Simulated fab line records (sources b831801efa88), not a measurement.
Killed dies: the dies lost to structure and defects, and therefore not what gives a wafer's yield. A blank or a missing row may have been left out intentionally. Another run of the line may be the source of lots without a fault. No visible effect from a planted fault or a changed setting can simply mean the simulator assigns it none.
Struck lot and sound lot, side by side -- flow gf180mcu -- 14 out of 602 route steps
Sound: wafers L918.2, L918.4, L918.6. The struck wafers were L920.2, L920.3, L920.6. The cause is given at the end.
Per side, at each step with rows, come the tool, then ch with its chambers, and then its first start. Under that, the readings that differ: sound wafers -- struck wafers -- difference of the means -- sigmas: that difference in standard deviations of wafers without a fault.
alike: a reading whose means differ by less than 2 such deviations, as well as words and numbers matching on both sides. not compared: withheld readings; readings where some wafer has no value; bounds like >300 that might hide an equal value; numbers whose values overlap and for which the record gives no deviation.
Wherever a step has rows on one side only, a row that says differs or no value, or a row with sigmas, the two part there. Numbers that have no deviation but don't overlap get no sigmas and don't part them. Lack of a reading on every wafer of one side parts them only where that side has two or more wafers.

GF_VT_IMPLANT_RS_MEAS_47: measurement is done with a four-point probe.
  sound on filmMetro-01, day 9 08:18; struck on filmMetro-01, day 9 21:49
  alike: NWELL_RS
GF_VT_IMPLANT_RS_MEAS_48: measurement is done with a four-point probe.
  sound on filmMetro-01, day 9 08:25; struck on filmMetro-01, day 9 21:56
  alike: LVPWELL_RS
GF_VT_IMPLANT_RS_MEAS_49: measurement is done with a four-point probe.
  sound on filmMetro-01, day 9 08:32; struck on filmMetro-01, day 9 22:03
  alike: MVPSD_RS
then, 4 steps without rows for these wafers: GF_VT_IMPLANT_WET_ETCH_50 (etches SiO2 in dHF, target depth 20 nm, time 400 s); GF_DUAL_GATE_CLEAN_00 (cleans in SC1/SC2, time 150 s); GF_DUAL_GATE_CLEAN_01 (cleans in dHF, time 20 s); GF_DUAL_GATE_OXIDATION_02 (stabilise 600 s, purge 300 s, target thk 10.887 nm).
GF_DUAL_GATE_THK_MEAS_03:
  sound on filmMetro-01, day 9 10:58; struck on filmMetro-01, day 10 01:07
  alike: DUAL_GATE_OXIDATION_00_THK
then, 4 steps without rows for these wafers: GF_DUAL_GATE_DEHYDRATE_04 (time 60 s); GF_DUAL_GATE_HMDS_05 (prime time 60 s); GF_DUAL_GATE_COAT_06 (resist thk 1000 nm); GF_DUAL_GATE_SOFTBAKE_07 (time 60 s).
GF_DUAL_GATE_EXPOSE_08: exposes mask Dualgate, target cd 700 nm.
  struck on ilineStepper-01, day 10 10:10; sound on ilineStepper-02 ch 0, day 9 19:43
  no value came back on the struck wafers for exposureDoseMJCm2, focusOffsetNm (nm); on the sound wafers exposureDoseMJCm2 reads 139.92 139.94 139.76
  alike: mask
next, for these wafers, 1 step has no rows: GF_DUAL_GATE_PEB_09.

WHERE THEY PART
Only at GF_DUAL_GATE_EXPOSE_08, as far as this record shows.

WHY: whatever the simulator had introduced
Entire step skipped (ilineStepper-01, GF_DUAL_GATE_EXPOSE_08), from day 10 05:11 onward. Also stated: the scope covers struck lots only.
